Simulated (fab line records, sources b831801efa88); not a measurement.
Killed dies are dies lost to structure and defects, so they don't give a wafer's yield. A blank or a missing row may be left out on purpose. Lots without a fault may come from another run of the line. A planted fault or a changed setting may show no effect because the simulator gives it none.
Problem report in the 8D (eight disciplines) form, filled by code | flow gf180mcu | the parts of the form that need people (team, actions taken, sign-off) are left out

1. THE PROBLEM
NSD_RS at GF_PSD_RS_MEAS_14 reads a mean of 47.44 ohm/sq on 6 wafers of 2 lots; wafers without a fault read 46.61 ohm/sq with a standard deviation of 0.093. That is +8.9 standard deviations from the usual mean.
The step: measures by four-point-probe.
First seen on wafer L584.1, day 19 08:34, on film_metro-04. The record holds 42 wafers of 14 lots with a number at this step. Rule for "out", or "out of limits": more than 4 standard deviations from the usual mean. The other wafers with a number count as sound.

2. WHAT IT IS AND WHAT IT IS NOT
question                    | is                           | is not
which readings at this step | NSD_RS                       | -
which lots                  | L584, L586                   | L570, L573, L574, L575, L576, L577, L579, L580, L582, L588, L592, L593
which wafers of those lots  | all that have a number       | -
read on which gauges        | film_metro-01, film_metro-04 | film_metro-02
when                        | from day 19 08:34            | up to then (27 sound wafers); but 9 sound wafers of L588, L592, L593 came after

3. SUSPECTS, AND WHAT RULES EACH OUT
Counting: a tool at a process step up to the reading stays a suspect if it ran every lot that is out and no sound lot after the first of them.
- the gauge at GF_PSD_RS_MEAS_14: ruled out. The wafers that are out were read on 2 gauges (film_metro-01, film_metro-04).
- implanter-02 at GF_NSD_IMPLANT_10: kept. It ran every lot that is out, first L584 (day 18 08:07), and no sound lot after that; its last sound lot up to then is L580 (day 16 23:45). Its own readings are out on those wafers: beam_on_s, faraday_current_uA.
Left after counting: implanter-02 at GF_NSD_IMPLANT_10.

4. THE CAUSE (what the simulator had put in)
Process parameter drift: implanter-02, from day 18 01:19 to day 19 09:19, at GF_NSD_IMPLANT_10. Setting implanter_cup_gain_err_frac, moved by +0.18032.
Counting left only this tool.

5. THE CHAIN OF EFFECTS, in route order
Each row: a reading whose mean over the struck wafers that have a number lies more than 3 standard deviations from the usual. Only readings for which the record gives a usual standard deviation are gone through. hours: the time from each lot's start at the first step in this table that gives one to its start at this step, as a median over the lots. sigmas: the change in usual standard deviations.
hours | step              | reading            | usual        | on struck wafers | change | sigmas
0     | GF_NSD_IMPLANT_10 | beam_on_s          | 10.01 s      | 8.52             | -1.49  | -7.8
0     | GF_NSD_IMPLANT_10 | faraday_current_uA | 2785         | 3268             | +483   | +9.1
25    | GF_PSD_RS_MEAS_14 | NSD_RS             | 46.61 ohm/sq | 47.44            | +0.83  | +8.9
The process steps in it:
- GF_NSD_IMPLANT_10

6. WHAT WOULD HAVE CAUGHT IT SOONER
In this record the first reading out of limits at a measuring or inspecting step was taken at day 19 08:34, 31 hours after the fault began at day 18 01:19.
The tool's own readings at GF_NSD_IMPLANT_10 were out on every struck wafer that the step has a row for (beam_on_s, faraday_current_uA): an alarm limit on them would have fired on the first of those.
All the lots that are out (2) had begun GF_NSD_IMPLANT_10 on implanter-02 by day 19 08:34. A hold on the tool at that time would have spared none of them.
